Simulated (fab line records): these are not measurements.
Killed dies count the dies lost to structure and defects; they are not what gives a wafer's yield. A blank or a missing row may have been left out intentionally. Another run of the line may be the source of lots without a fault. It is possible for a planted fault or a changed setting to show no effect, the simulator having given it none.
Matching of chambers	flow sky130	4 sister chambers for SKY_CONTACT_CMP_04 on cmp-01
The step polishes SiO2. 14 wafers are shown with their chamber, then 6 later ones without.

## WAFERS PAIRED WITH THEIR CHAMBERS
wafer	chamber	motor_current_A (A)	time_to_endpoint_s (s)
L788.1	0	10.8	76
L788.2	1	12.8	80
L788.3	3	14.3	71
L790.1	0	11.1	76
L790.3	1	11.9	82
L790.5	0	10.3	70
L789.1	2	11.9	73
L789.3	1	11.9	87
L789.6	3	14.0	80
L791.3	2	12.5	83
L791.4	1	11.8	87
L791.5	3	13.9	75
L796.2	3	14.3	82
L796.5	2	13.1	82

SIGNATURES, as means of the wafers listed above
reading	chamber 0	chamber 1	chamber 2	chamber 3	scatter within a chamber
motor_current_A	10.733	12.100	12.500	14.125	0.428
time_to_endpoint_s	74.00	84.00	79.33	77.00	4.43
Rule: a wafer lies at a distance from a chamber equal to the root of the sum of squares, over the readings, of (its reading less the chamber's mean, divided by the reading's scatter). If the next closest chamber is less than 2 further off than the closest, the wafer can't be placed; otherwise it belongs to the closest. How the scatter is found: for the shown wafers, subtract from each reading the mean of its chamber, square and add these, divide the total by (wafers less chambers), then take the root.

## WAFERS MISSING THEIR CHAMBER
wafer	motor_current_A (A)	time_to_endpoint_s (s)
L796.6	11.9	86
L798.3	12.4	85
L798.6	12.8	87
L805.3	12.4	81
L805.4	13.0	73
L805.5	13.2	79

## CHAMBER TAKEN BY EACH
wafer	from the rows above	in truth
L796.6	can't be placed: 1 or 2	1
L798.3	can't be placed: 1 or 2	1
L798.6	can't be placed: 1 or 2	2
L805.3	can't be placed: 2 or 1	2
L805.4	can't be placed: 2 or 3 or 1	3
L805.5	can't be placed: 2 or 3 or 1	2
Placed correctly: 0 of 6. Not placeable from these rows: 6 (in 6, the candidates include the true chamber). Number placed wrongly: 0.
